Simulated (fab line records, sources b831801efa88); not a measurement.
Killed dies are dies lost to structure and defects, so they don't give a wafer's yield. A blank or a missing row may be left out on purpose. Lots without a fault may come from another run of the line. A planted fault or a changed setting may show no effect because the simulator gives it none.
Which tool did it? | flow sky130 | 13 lots, 38 wafers sampled, at 4 steps of a route of 708

WHAT THE GAUGES READ, wafer by wafer
The record holds no reading of a measuring or inspecting step that can be judged against a usual standard deviation.

WHICH TOOL RAN EACH LOT (tool, then ch and the chambers of the sampled wafers, then the start)
lot  | SKY_FIELD_ISO_WET_ETCH_30      | SKY_LI_CONTACT_STRIP_16              | SKY_METAL1_DESCUM_17              | SKY_VIA1_CMP_02
L556 | wet_bench-01 ch 2, day 3 02:08 | plasma_asher-03 ch 0,1, day 30 03:48 | rie_metal-04 ch 0,1, day 33 17:11 | cmp-02 ch 1,2,3, day 33 18:22
L557 | wet_bench-01 ch 1, day 3 03:16 | plasma_asher-04 ch 0,1, day 30 06:35 | rie_metal-04 ch 0,1, day 33 19:02 | cmp-01 ch 2,3, day 33 20:04
L558 | wet_bench-02 ch 1, day 3 10:02 | plasma_asher-01 ch 0,1, day 30 14:39 | rie_metal-04 ch 0,1, day 34 03:58 | cmp-01 ch 0,2,3, day 34 05:01
L559 | wet_bench-02 ch 1, day 3 13:23 | plasma_asher-04 ch 0,1, day 31 01:15 | rie_metal-04 ch 0,1, day 34 13:47 | cmp-02 ch 0,2, day 34 14:50
L560 | wet_bench-01 ch 0, day 3 19:53 | plasma_asher-01 ch 0,1, day 31 08:36 | rie_metal-02 ch 0,1, day 34 20:10 | cmp-02 ch 0,3, day 34 21:07
L561 | wet_bench-03 ch 2, day 4 00:06 | plasma_asher-01 ch 0,1, day 31 17:24 | rie_metal-03 ch 0, day 35 05:41   | cmp-01 ch 2,3, day 35 06:52
L563 | wet_bench-02 ch 1, day 4 09:32 | plasma_asher-04 ch 0,1, day 32 10:05 | rie_metal-03 ch 0,1, day 35 22:32 | cmp-01 ch 0,1, day 35 23:32
L568 | wet_bench-01 ch 1, day 5 14:41 | plasma_asher-04 ch 0,1, day 34 01:41 | rie_metal-03 ch 1, day 37 11:57   | cmp-02 ch 2,3, day 37 13:08
L571 | wet_bench-02 ch 3, day 6 02:49 | plasma_asher-04 ch 0,1, day 36 07:10 | rie_metal-03 ch 0,1, day 39 16:00 | cmp-01 ch 1,2,3, day 39 17:02
L572 | wet_bench-03 ch 1, day 6 09:25 | plasma_asher-04 ch 0,1, day 36 09:52 | rie_metal-03 ch 0, day 39 18:12   | cmp-02 ch 1,3, day 39 19:17
L573 | wet_bench-02 ch 2, day 6 13:56 | plasma_asher-03 ch 0,1, day 36 04:49 | rie_metal-02 ch 0,1, day 39 12:07 | cmp-02 ch 1,2, day 39 13:04
L576 | wet_bench-02 ch 0, day 7 04:56 | plasma_asher-01 ch 0,1, day 36 10:21 | rie_metal-03 ch 0,1, day 39 18:56 | cmp-02 ch 1,2, day 39 19:58
L577 | wet_bench-03 ch 2, day 7 17:00 | plasma_asher-01 ch 0,1, day 36 17:31 | rie_metal-04 ch 0,1, day 40 01:12 | cmp-01 ch 0,1,2, day 40 02:09
- SKY_FIELD_ISO_WET_ETCH_30: etches SiO2 in dHF, target depth 25 nm, time 50 s.
- SKY_LI_CONTACT_STRIP_16: strips in O2/N2.
- SKY_METAL1_DESCUM_17: chemistry O2, time 8 s.
- SKY_VIA1_CMP_02: polishes SiO2.

WHAT THE TOOLS THEMSELVES READ (means of the sampled wafers that have a number; where no wafer has one, the mark that the record gives instead)
SKY_FIELD_ISO_WET_ETCH_30.
lot  | tool         | bath_heat_duty_pct (%) | temp_c (C)
L556 | wet_bench-01 | 6.4                    | 24.96
L557 | wet_bench-01 | 5.5                    | 24.80
L558 | wet_bench-02 | 6.9                    | 25.08
L559 | wet_bench-02 | 6.1                    | 24.92
L560 | wet_bench-01 | 6.6                    | 24.93
L561 | wet_bench-03 | 6.3                    | 25.09
L563 | wet_bench-02 | 6.2                    | 25.11
L568 | wet_bench-01 | 25.9                   | 41.92
L571 | wet_bench-02 | 5.9                    | 25.06
L572 | wet_bench-03 | 6.7                    | 25.22
L573 | wet_bench-02 | 6.2                    | 24.96
L576 | wet_bench-02 | 6.2                    | 24.93
L577 | wet_bench-03 | 5.6                    | 24.90

SKY_LI_CONTACT_STRIP_16.
lot  | tool            | drypump_motor_current_A (A) | oes_product_au (a.u.) | strip_time_to_endpoint_s (s)
L556 | plasma_asher-03 | 5.4                         | 0.374                 | 3.45
L557 | plasma_asher-04 | 5.9                         | 0.372                 | 3.48
L558 | plasma_asher-01 | 5.9                         | 0.372                 | 3.50
L559 | plasma_asher-04 | 6.0                         | 0.373                 | 3.42
L560 | plasma_asher-01 | 6.2                         | 0.376                 | 3.46
L561 | plasma_asher-01 | 6.2                         | 0.372                 | 3.40
L563 | plasma_asher-04 | 6.0                         | 0.376                 | 3.47
L568 | plasma_asher-04 | 5.9                         | 0.370                 | 3.50
L571 | plasma_asher-04 | 5.9                         | 0.377                 | 3.46
L572 | plasma_asher-04 | 5.9                         | 0.372                 | 3.48
L573 | plasma_asher-03 | 5.8                         | 0.373                 | 3.50
L576 | plasma_asher-01 | 5.8                         | 0.370                 | 3.47
L577 | plasma_asher-01 | 5.9                         | 0.377                 | 3.47

SKY_METAL1_DESCUM_17.
lot  | tool         | drypump_motor_current_A (A) | oes_product_au (a.u.) | temp_c (C)
L556 | rie_metal-04 | 5.9                         | 1.004                 | 40.12
L557 | rie_metal-04 | 6.0                         | 1.009                 | 40.05
L558 | rie_metal-04 | 6.0                         | 1.011                 | 39.98
L559 | rie_metal-04 | 5.9                         | 1.009                 | 39.90
L560 | rie_metal-02 | 5.2                         | 0.980                 | 39.97
L561 | rie_metal-03 | 5.0                         | 0.975                 | 39.98
L563 | rie_metal-03 | 5.2                         | 0.990                 | 39.96
L568 | rie_metal-03 | 5.3                         | 1.016                 | 39.92
L571 | rie_metal-03 | 5.1                         | 0.983                 | 39.94
L572 | rie_metal-03 | 5.0                         | 0.980                 | 40.16
L573 | rie_metal-02 | 5.8                         | 0.999                 | 39.93
L576 | rie_metal-03 | 5.1                         | 0.994                 | 39.90
L577 | rie_metal-04 | 5.9                         | 1.011                 | 39.93

SKY_VIA1_CMP_02.
lot  | tool   | motor_current_A (A) | slurry_filter_dp_kPa (kPa)
L556 | cmp-02 | 11.4                | 13.53
L557 | cmp-01 | 11.7                | 13.55
L558 | cmp-01 | 12.1                | 13.60
L559 | cmp-02 | 11.7                | 13.31
L560 | cmp-02 | 12.3                | 13.48
L561 | cmp-01 | 11.6                | 13.38
L563 | cmp-01 | 14.2                | 13.55
L568 | cmp-02 | 11.7                | 13.45
L571 | cmp-01 | 12.2                | 13.43
L572 | cmp-02 | 12.3                | 13.42
L573 | cmp-02 | 11.6                | 13.48
L576 | cmp-02 | 11.6                | 13.49
L577 | cmp-01 | 13.4                | 13.47

THE ANSWER, worked out from the rows above alone
Rule: what is usual is taken from the lots themselves. Put in order of their means at a reading, lots are off if they are a third of the lots or fewer, leave a main group of 4 or more, and stand apart from it by a gap of 3 or more times the standard deviation of the main group's means; of several such gaps the widest counts. A main group whose means are all the same, to the digits that the tables above print for the reading, isn't used. A lot without any number at a reading at which 4 lots or more have one is off too. The other lots that the step has rows for count as sound. The gauges are gone through in route order, then the tools' own readings, and for those a lot's mean is taken as printed above. The first step at which some lot is off is used, and at that step the reading that is off furthest; a lot without a number counts as furthest.
Off: L568, at SKY_FIELD_ISO_WET_ETCH_30 (temp_c). The main group: mean 25.00 C, standard deviation 0.11.
A tool fits if, at that step or a process step before it, it ran every lot that is off, and no sound lot after the first of them. One fits: wet_bench-01 at SKY_FIELD_ISO_WET_ETCH_30. Its last sound lot is L560 (day 3 19:53), its first lot that is off L568 (day 5 14:41): a fault that began between those two fits.
The tool's own readings at SKY_FIELD_ISO_WET_ETCH_30 bear it out: on the lots that are off they differ by more than 5 times the standard deviation of the sound lots' means. bath_heat_duty_pct reads 25.9 % there against 6.2 % on the sound lots; temp_c reads 41.92 C there against 25.00 C on the sound lots.

WHAT THE SIMULATOR HAD PUT IN
Process parameter drift: wet_bench-01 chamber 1, from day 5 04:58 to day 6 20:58, at SKY_FIELD_ISO_WET_ETCH_30. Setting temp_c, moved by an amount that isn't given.
Lots struck among those shown: L568. The rule above found the same.
